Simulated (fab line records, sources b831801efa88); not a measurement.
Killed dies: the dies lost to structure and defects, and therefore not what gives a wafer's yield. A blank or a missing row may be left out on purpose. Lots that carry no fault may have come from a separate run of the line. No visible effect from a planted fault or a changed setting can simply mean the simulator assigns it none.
Problem report, 8D (eight disciplines) form, completed by code	flow sky130	the parts of the form that need people (team, actions taken, sign-off) are left out

1. THE ISSUE
Mean of beam energy keV at SKY_LDD_N_IMPLANT_11: 20.401 across 6 wafers in 2 lots; on wafers with no fault it is 20.000 (standard deviation 0.0061). That is +66 standard deviations from the usual mean.
Seen first at day 21 15:55 on implanter-01, wafer L509.1. The record holds 42 wafers of 14 lots with a number at this step. The rule behind "out" and "out of limits": a value lying over 4 standard deviations away from the usual mean. All remaining wafers that have a number are taken as sound.

2. WHAT IT IS, AND WHAT IT ISN'T
question	is	is not
which readings at this step	beam energy keV	-
which lots	L509, L511	L499, L500, L501, L502, L503, L504, L515, L516, L518, L519, L521, L522
which wafers of those lots	all that have a number	-
read on which tools	implanter-01	implanter-02, implanter-03
when	from day 21 15:55	up to then (18 sound wafers); but 18 sound wafers of L515, L516, L518, L519, L521, L522 came after

3. SUSPECTS, AND WHAT RULES EACH OUT
Counting: a tool at any process step up to the reading remains a suspect when it ran all the lots that are out and ran no sound lot after the first of those.
- implanter-01 at SKY_LDD_N_IMPLANT_11: ruled out as a lasting fault. Sound lots L518, L521 ran on it after its first lot that is out, L509 (day 21 15:55).
Left after counting: nothing in the record.

4. THE CAUSE (what the simulator had put in)
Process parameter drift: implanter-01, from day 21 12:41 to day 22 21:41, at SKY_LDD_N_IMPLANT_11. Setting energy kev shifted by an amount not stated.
Counting ruled it out, wrongly.

5. THE EFFECT CHAIN, in route order
One row per reading whose mean, taken over the struck wafers that have a number, lies over 3 standard deviations from the usual. Scope: only readings with a usual standard deviation given in the record; hours: median across lots of the time from each lot's start at the first step in this table that gives one to its start at this step; sigmas: change in usual standard deviations.
hours	step	reading	usual	on struck wafers	change	sigmas
0	SKY_LDD_N_IMPLANT_11	beam energy keV	20.000	20.401	+0.401	+66
Its process steps:
- SKY_LDD_N_IMPLANT_11

6. HOW IT WOULD HAVE BEEN CAUGHT EARLIER
In this record no reading fell out of limits until day 21 15:55, 3 hours after the fault had begun at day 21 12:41.
